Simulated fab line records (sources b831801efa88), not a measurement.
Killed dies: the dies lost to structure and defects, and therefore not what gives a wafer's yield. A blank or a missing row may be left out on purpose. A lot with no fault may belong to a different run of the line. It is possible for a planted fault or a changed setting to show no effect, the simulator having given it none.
Check for tools in common / flow gf180mcu / Lots sampled 13, wafers sampled 39

## REASON IT WAS OPENED
At GF_CONTACT_CD_MEAS_14 the reading cd nm is flagged on 2 of 13 lots. Fault-free wafers read 219.7 nm, with a standard deviation of 1.9.
Rule: a lot gets a flag if all its wafers with a number sit over 4 standard deviations from that mean, or if no wafer of it has a number. The other lots count as sound.

lot=L919; measured=day 15 23:25; on=cd sem-01; cd nm (nm), wafer by wafer=219.3 219.9 220.2; flag=
lot=L920; measured=day 16 09:10; on=cd sem-01; cd nm (nm), wafer by wafer=219.1 220.0 218.2; flag=
lot=L921; measured=day 16 18:43; on=cd sem-02; cd nm (nm), wafer by wafer=216.5 219.1 218.1; flag=
lot=L922; measured=day 17 04:35; on=cd sem-01; cd nm (nm), wafer by wafer=219.7 220.7 220.3; flag=
lot=L923; measured=day 17 08:41; on=cd sem-02; cd nm (nm), wafer by wafer=216.1 218.1 218.4; flag=
lot=L930; measured=day 20 04:12; on=cd sem-02; cd nm (nm), wafer by wafer=231.4 230.5 231.6; flag=FLAGGED
lot=L931; measured=day 20 14:07; on=cd sem-02; cd nm (nm), wafer by wafer=228.6 229.0 228.4; flag=FLAGGED
lot=L933; measured=day 21 01:22; on=cd sem-02; cd nm (nm), wafer by wafer=219.3 219.1 220.1; flag=
lot=L935; measured=day 22 07:15; on=cd sem-02; cd nm (nm), wafer by wafer=219.4 221.0 219.5; flag=
lot=L936; measured=day 22 13:02; on=cd sem-02; cd nm (nm), wafer by wafer=222.4 222.0 220.4; flag=
lot=L939; measured=day 23 10:14; on=cd sem-01; cd nm (nm), wafer by wafer=219.8 218.9 220.4; flag=
lot=L940; measured=day 23 19:20; on=cd sem-01; cd nm (nm), wafer by wafer=219.8 219.4 218.9; flag=
lot=L942; measured=day 24 03:33; on=cd sem-02; cd nm (nm), wafer by wafer=221.5 221.9 221.0; flag=
The numbers of the flagged lots are 229.9 nm on average: +10.2 nm against the usual, or +5 standard deviations.

## WHICH TOOL EACH LOT WENT THROUGH
Before the reading, the record contains 2 process steps out of a 602-step route. Every cell lists first the tool, next ch and the chambers used by the sampled wafers, and last the start.
lot=L919; flag=; GF_POLY_GATE_ETCH_12=rie diel-02 ch 0,2,3, day 9 05:04; GF_CONTACT_EXPOSE_11=krf scanner-02 ch 0, day 15 12:55
lot=L920; flag=; GF_POLY_GATE_ETCH_12=rie diel-02 ch 1,3, day 9 11:52; GF_CONTACT_EXPOSE_11=krf scanner-02 ch 0, day 15 22:04
lot=L921; flag=; GF_POLY_GATE_ETCH_12=rie diel-03 ch 0,1,3, day 9 19:18; GF_CONTACT_EXPOSE_11=krf scanner-02 ch 0, day 16 07:47
lot=L922; flag=; GF_POLY_GATE_ETCH_12=rie diel-03 ch 1,3, day 10 03:03; GF_CONTACT_EXPOSE_11=krf scanner-01 ch 0, day 16 17:01
lot=L923; flag=; GF_POLY_GATE_ETCH_12=rie diel-04 ch 2,3, day 10 06:03; GF_CONTACT_EXPOSE_11=krf scanner-01 ch 0, day 16 21:37
lot=L930; flag=FLAGGED; GF_POLY_GATE_ETCH_12=rie diel-02 ch 1,3, day 12 12:04; GF_CONTACT_EXPOSE_11=krf scanner-02 ch 0, day 19 16:31
lot=L931; flag=FLAGGED; GF_POLY_GATE_ETCH_12=rie diel-03 ch 2,3, day 12 21:13; GF_CONTACT_EXPOSE_11=krf scanner-02 ch 0, day 20 02:31
lot=L933; flag=; GF_POLY_GATE_ETCH_12=rie diel-04 ch 0,2,3, day 13 04:22; GF_CONTACT_EXPOSE_11=krf scanner-01 ch 0, day 20 13:43
lot=L935; flag=; GF_POLY_GATE_ETCH_12=rie diel-04 ch 0,1,2, day 14 01:49; GF_CONTACT_EXPOSE_11=krf scanner-01 ch 0, day 21 19:24
lot=L936; flag=; GF_POLY_GATE_ETCH_12=rie diel-04 ch 0,1,2, day 14 10:13; GF_CONTACT_EXPOSE_11=krf scanner-01 ch 0, day 22 00:57
lot=L939; flag=; GF_POLY_GATE_ETCH_12=rie diel-02 ch 0,1,3, day 15 07:51; GF_CONTACT_EXPOSE_11=krf scanner-01 ch 0, day 22 23:28
lot=L940; flag=; GF_POLY_GATE_ETCH_12=rie diel-04 ch 0,2, day 15 16:34; GF_CONTACT_EXPOSE_11=krf scanner-01 ch 0, day 23 07:46
lot=L942; flag=; GF_POLY_GATE_ETCH_12=rie diel-04 ch 2,3, day 16 00:45; GF_CONTACT_EXPOSE_11=krf scanner-01 ch 0, day 23 16:55
What these steps do:
- GF_POLY_GATE_ETCH_12: etches BARC in N2/H2.
- GF_CONTACT_EXPOSE_11: exposes mask Contact, target cd 220 nm.
- GF_CONTACT_CD_MEAS_14: target cd 220 nm.

## FLAGGED OVER TOTAL, TOOL BY TOOL (the gauges that took the reading come last)
step=GF_POLY_GATE_ETCH_12; tool=rie diel-02; lots run=4; flagged=1; share of the flagged lots=some; sound lots run after its first flagged lot=1 (L939)
step=GF_POLY_GATE_ETCH_12; tool=rie diel-03; lots run=3; flagged=1; share of the flagged lots=some; sound lots run after its first flagged lot=0
step=GF_POLY_GATE_ETCH_12; tool=rie diel-04; lots run=6; flagged=0; share of the flagged lots=none; sound lots run after its first flagged lot=-
step=GF_CONTACT_EXPOSE_11; tool=krf scanner-01; lots run=8; flagged=0; share of the flagged lots=none; sound lots run after its first flagged lot=-
step=GF_CONTACT_EXPOSE_11; tool=krf scanner-02; lots run=5; flagged=2; share of the flagged lots=all; sound lots run after its first flagged lot=0
step=GF_CONTACT_CD_MEAS_14; tool=cd sem-01; lots run=5; flagged=0; share of the flagged lots=none; sound lots run after its first flagged lot=-
step=GF_CONTACT_CD_MEAS_14; tool=cd sem-02; lots run=8; flagged=2; share of the flagged lots=all; sound lots run after its first flagged lot=4 (L933,L935,L936,L942)

## WHAT THE TABLE ALLOWS
2 rows of the table ran every flagged lot: krf scanner-02 at GF_CONTACT_EXPOSE_11, cd sem-02 at GF_CONTACT_CD_MEAS_14.
- krf scanner-02 at GF_CONTACT_EXPOSE_11 ran 5 lots, 2 of them flagged. Last sound lot L921 at day 16 07:47, first flagged lot L930 at day 19 16:31; a fault beginning in between fits. Its own readings (exposure dose mJ cm2) fall more than 4 standard deviations out on all wafers of the flagged lots.
- cd sem-02 at GF_CONTACT_CD_MEAS_14 ran 8 lots, 2 of them flagged. After the first flagged lot (L933, L935, L936, L942), sound lots still ran on it; a lasting fault on the whole tool would not permit that.
Left over: one tool, krf scanner-02 at GF_CONTACT_EXPOSE_11.

## WHAT WAS PUT IN BY THE SIMULATOR
Drift in process parameters on krf scanner-02 at GF_CONTACT_EXPOSE_11, starting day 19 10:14. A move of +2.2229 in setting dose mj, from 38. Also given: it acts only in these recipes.
Struck lots among those shown: L930, L931. The rule above found the same.
